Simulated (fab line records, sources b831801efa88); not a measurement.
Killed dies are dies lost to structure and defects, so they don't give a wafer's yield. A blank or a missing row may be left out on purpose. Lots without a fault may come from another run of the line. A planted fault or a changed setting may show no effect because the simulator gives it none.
A struck lot beside a sound one | flow sky130 | 16 steps out of a route of 708
Sound: wafers L366.1, L366.3, L366.5. Struck: wafers L371.2, L371.5. (L371.3 of the same lot was not struck and is left out.) The cause comes at the end.
At each step with rows: each side's tool, then ch and its chambers, then its first start. Under that, the readings that differ: sound wafers | struck wafers | difference of the means | sigmas: that difference in standard deviations of wafers without a fault.
alike: readings whose means differ by less than 2 such deviations, and words and numbers that are the same on both sides. not compared: withheld readings, readings that some wafer has no value for, bounds like >300 that may hide the same value, and numbers for which the record gives no deviation and whose values overlap.
The two part at a step that has a row with sigmas, a row that says differs or no value, or rows on one side only. Numbers that don't overlap but have no deviation are shown without sigmas and don't part them. A reading that every wafer of one side lacks parts them only if that side has two wafers or more.

first, 2 steps without rows for these wafers: SKY_METAL3_PEB_11; SKY_METAL3_DEVELOP_12 (develop time 60 s).
SKY_METAL3_CD_MEAS_13: target cd 300 nm.
  sound on cd_sem-02, day 41 06:47; struck on cd_sem-01, day 42 10:40
  alike: cd_nm
SKY_METAL3_OVL_MEAS_14:
  sound on overlay-01, day 41 06:55; struck on overlay-02, day 42 10:46
  alike: METAL3_OVL
then, 1 step without rows for these wafers: SKY_METAL3_DESCUM_15 (chemistry O2, time 8 s).
SKY_METAL3_ETCH_16: etches BARC in N2/H2, stops on SiO2, time 88.2 s, target depth 60 nm.
  sound on rie_metal-03 ch 0,1, day 41 06:59; struck on rie_metal-03 ch 0,1, day 42 10:50
  alike: drypump_motor_current_A, he_backside_leak_sccm, oes_product_au, throttle_valve_pct
  not compared: rf_hours_counter_h
SKY_METAL3_ETCH_17: etches SiO2 in C4F8/O2/Ar, stops on TiN, time 3.9 s, target depth 15 nm.
  sound on rie_diel-02 ch 2,3, day 41 07:04; struck on rie_diel-03 ch 2,3, day 42 10:56
  alike: oes_product_au
  not compared: rf_hours_counter_h
SKY_METAL3_METAL_ETCH_18: etches the open film in Cl2/BCl3, stops on SiO2, target depth 845 nm, time 183.1 s.
  sound on rie_metal-02 ch 0,1, day 41 07:05; struck on rie_metal-02 ch 0, day 42 10:56
  alike: drypump_motor_current_A, he_backside_leak_sccm, oes_product_au, throttle_valve_pct
  not compared: rf_hours_counter_h
SKY_METAL3_STRIP_19: strips in O2/N2.
  sound on plasma_asher-01 ch 0,1, day 41 07:16; struck on plasma_asher-01 ch 0,1, day 42 11:07
  alike: drypump_motor_current_A, oes_product_au, strip_time_to_endpoint_s
  not compared: rf_hours_counter_h
then, 3 steps without rows for these wafers: SKY_METAL3_STRIP_20 (strips in post etch residue remover, time 1200 s); SKY_METAL3_CLEAN_21 (cleans in IPA, time 180 s); SKY_METAL3_CLEAN_22 (cleans in O3/DIW).
SKY_VIA3_HDPCVD_00: deposits SiO2, target thk 1635 nm, time 284.1 s.
  sound on hdpcvd-02 ch 2, day 41 07:52; struck on hdpcvd-02 ch 0, day 42 11:45
  reading                                  | sound          | struck    | difference | sigmas
  model.SiO2_of_VIA3_HDPCVD_00.thk_nm (nm) | 1700 1689 1705 | 1012 1020 | -682       |
  alike: pressure_mtorr
SKY_VIA3_THK_MEAS_01:
  sound on film_metro-01, day 41 08:07; struck on film_metro-01, day 42 12:09
  reading              | sound          | struck    | difference | sigmas
  VIA3_HDPCVD_THK (nm) | 1700 1690 1706 | 1012 1019 | -683       | -40
  not compared: hold
SKY_VIA3_CMP_02: polishes SiO2.
  sound on cmp-02 ch 0,1,3, day 41 08:11; struck on cmp-01 ch 0,3, day 42 15:31
  reading | sound | struck                                            | difference                   | sigmas
  hold    | - - - | await_dispo/3.3h/release await_dispo/3.3h/release | no value on the sound wafers |
  alike: motor_current_A, platen_rpm
-- the record jumps here: 6 days lie between the struck wafers' starts before and after (it left off in module VIA3 and takes up again in module PAD_OPEN, whose first step shown is number 708 of the route) --
SKY_PAD_OPEN_PROBE_99:
  sound on prober-02, day 48 02:05; struck on prober-02, day 48 23:02
  reading                               | sound                | struck              | difference | sigmas
  killed_at_other                       | 1 1 2                | 0 0                 | -1         | -2
  model.etest.tester.sort_n_pass        | 388 400 425          | 226 216             | -183       |
  model.etest.tester.sort_yield_pct (%) | 78.86 81.3 86.38     | 45.94 43.9          | -37.26     |
  model.etest.tester.sort_bin_3_pct (%) | 1.016 0.6098 1.22    | 36.79 39.84         | +37.37     |
  model.etest.met4_comb.leak_log10_a_um | -11.84 -11.85 -12.11 | -7.222 -6.954       | +4.845     |
  model.etest.tester.sort_bin_8_pct (%) | 0 0 0                | 1.691e-06 0.0001474 | +7.455e-05 |
  alike: defect_limited_yield, killed_at_M0_to_M3, killed_at_M4_up, killed_at_contacts, killed_at_front_end, killed_dies, killed_open, killed_short

WHERE THEY PART
First at SKY_VIA3_THK_MEAS_01; last, within this record, at SKY_PAD_OPEN_PROBE_99.

WHY: what the simulator had put in
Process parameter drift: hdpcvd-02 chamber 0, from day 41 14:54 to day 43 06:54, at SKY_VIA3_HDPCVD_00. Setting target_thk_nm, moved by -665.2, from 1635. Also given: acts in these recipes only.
